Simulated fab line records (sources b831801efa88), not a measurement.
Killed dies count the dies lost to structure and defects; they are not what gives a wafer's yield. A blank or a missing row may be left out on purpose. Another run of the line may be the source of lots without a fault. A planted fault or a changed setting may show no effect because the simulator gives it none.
Comparing a struck lot with a sound one	flow gf180mcu	16 out of 602 route steps
Sound: these wafers, L188.2, L188.3, L188.4. Wafers L195.3, L195.5, L195.6 were the ones struck. The cause is given at the end.
For every step that has rows: the tool of each side, followed by ch and its chambers, followed by its first start. Under that, the readings that differ: sound wafers	struck wafers	difference of the means	sigmas: that difference in standard deviations of wafers without a fault.
alike: same words and numbers on both sides, and readings whose means sit less than 2 such deviations apart. not compared: any withheld reading, any reading some wafer has no value for, any bound like >300 that may hide the same value, and any number with overlapping values for which the record gives no deviation.
The two part at a step that has a row with sigmas, a row that says differs or no value, or rows on one side only. Non-overlapping numbers with no deviation appear without sigmas and do not part them. Lack of a reading on every wafer of one side parts them only where that side has two or more wafers.

GF_V2_CMP_04: polishes SiO2.
  sound on cmp-01 ch 0,1,3, day 22 06:28; struck on cmp-02 ch 1,2, day 24 21:37
  alike: motorCurrentA, timeToEndpointS
GF_V2_BOW_MEAS_05:
  sound: filmMetro-03 at day 22 06:44; struck: filmMetro-04 at day 24 21:55
  alike: V2_BOW
then, 8 steps without rows for these wafers: GF_V2_DEHYDRATE_06 (time 60 s); GF_V2_HMDS_07 (prime time 60 s); GF_V2_COAT_08; GF_V2_COAT_09 (resist thk 1000 nm); GF_V2_SOFTBAKE_10 (time 60 s); GF_V2_EXPOSE_11 (exposes mask Via2, target cd 260 nm); GF_V2_PEB_12 (peb time 90 s); GF_V2_DEVELOP_13 (develop time 60 s).
GF_V2_CD_MEAS_14: the cd target is 260 nm.
  sound: cdSem-02 at day 23 05:31; struck: cdSem-01 at day 25 19:35
  alike: cdNm
GF_V2_OVL_MEAS_15:
  sound: overlay-02 at day 23 05:38; struck: overlay-02 at day 25 19:41
  alike: V2_OVL
GF_V2_ETCH_16: etches BARC in N2/H2.
  sound on rieDiel-01 ch 0,1,2, day 23 05:40; struck on rieDiel-02 ch 2,3, day 25 19:42
  no value came back on the struck wafers for any of 5 readings (biasW (W), chamberPressureMTorr (mTorr) and others); on the sound wafers biasW (W) reads 100.24 100.28 99.49
GF_V2_ETCH_17: etches SiO2 in C4F8/O2/Ar, stops on TiN, target depth 630 nm.
  sound on rieDiel-01 ch 0,1,2; struck on rieDiel-02 ch 2,3
reading	sound	struck	difference	sigmas
oesProductAu (a.u.)	0.858 0.849 0.857	0.379 0.380 0.373	-0.477	-99 or more
  alike: biasW, chamberPressureMTorr
GF_V2_STRIP_18: strips in O2/N2.
  sound on plasmaAsher-04 ch 0,1, day 23 05:47; struck on plasmaAsher-03 ch 0,1, day 25 19:52
reading	sound	struck	difference	sigmas
oesProductAu (a.u.)	0.595 0.589 0.597	0.608 0.612 0.607	+0.015	+3
  alike: drypumpMotorCurrentA, heaterPowerW
  not compared: rfHoursCounterH
then, 1 step without rows for these wafers: GF_V2_STRIP_19 (strips in post etch residue remover, time 1200 s).

WHERE THEY PART
First at GF_V2_ETCH_16; last, within this record, at GF_V2_STRIP_18.

WHY: what had been put in by the simulator
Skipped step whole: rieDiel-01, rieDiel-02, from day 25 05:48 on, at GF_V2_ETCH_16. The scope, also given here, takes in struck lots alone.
